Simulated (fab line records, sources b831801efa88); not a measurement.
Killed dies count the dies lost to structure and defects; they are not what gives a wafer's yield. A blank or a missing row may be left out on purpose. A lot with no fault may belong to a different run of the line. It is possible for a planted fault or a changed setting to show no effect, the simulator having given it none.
Which of the tools did it? | flow sky130 | 33 wafers sampled from 11 lots at 1 step of a route of 708

## WHAT THE GAUGES SHOWED, per wafer
SKY_VIA2_CD_MEAS_12 targets a cd of 200 nm.
lot  | measured     | on        | cd nm (nm)
L885 | day 36 09:45 | cd sem-02 | 198.8 200.8 200.0
L886 | day 36 17:49 | cd sem-02 | 198.3 199.3 200.3
L894 | day 39 06:25 | cd sem-01 | 202.0 202.1 201.8
L897 | day 40 01:43 | cd sem-01 | 199.3 199.9 201.6
L898 | day 40 14:26 | cd sem-02 | 198.5 199.3 197.8
L899 | day 40 18:12 | cd sem-01 | 199.1 198.9 199.0
L902 | day 41 13:20 | cd sem-01 | 196.5 196.7 198.3
L904 | day 42 03:07 | cd sem-02 | 200.7 201.7 201.8
L905 | day 42 08:02 | cd sem-02 | 200.8 201.4 201.6
L906 | day 42 15:43 | cd sem-02 | 201.0 200.0 199.9
L907 | day 42 19:56 | cd sem-02 | 198.8 198.1 200.0

## EACH LOT AND THE TOOL THAT RAN IT (in order: tool; ch and the chambers of the sampled wafers; start)
The record shows no process step preceding these readings.

## THE ANSWER, worked out from the rows above alone
Rule: the usual values come from the lots themselves. Put in order of their means at a reading, lots are off if they are a third of the lots or fewer, leave a main group of 4 or more, and stand apart from it by a gap of 3 or more times the standard deviation of the main group's means; of several such gaps the widest counts. A main group is skipped when, at the precision printed for the reading in the tables above, its means are all equal. A lot without any number at a reading at which 4 lots or more have one is off too. Any other lot the step has rows for is counted as sound.
Across all readings shown, no lot is off: no conclusion can be drawn from this.

## WHAT HAD BEEN PUT IN BY THE SIMULATOR
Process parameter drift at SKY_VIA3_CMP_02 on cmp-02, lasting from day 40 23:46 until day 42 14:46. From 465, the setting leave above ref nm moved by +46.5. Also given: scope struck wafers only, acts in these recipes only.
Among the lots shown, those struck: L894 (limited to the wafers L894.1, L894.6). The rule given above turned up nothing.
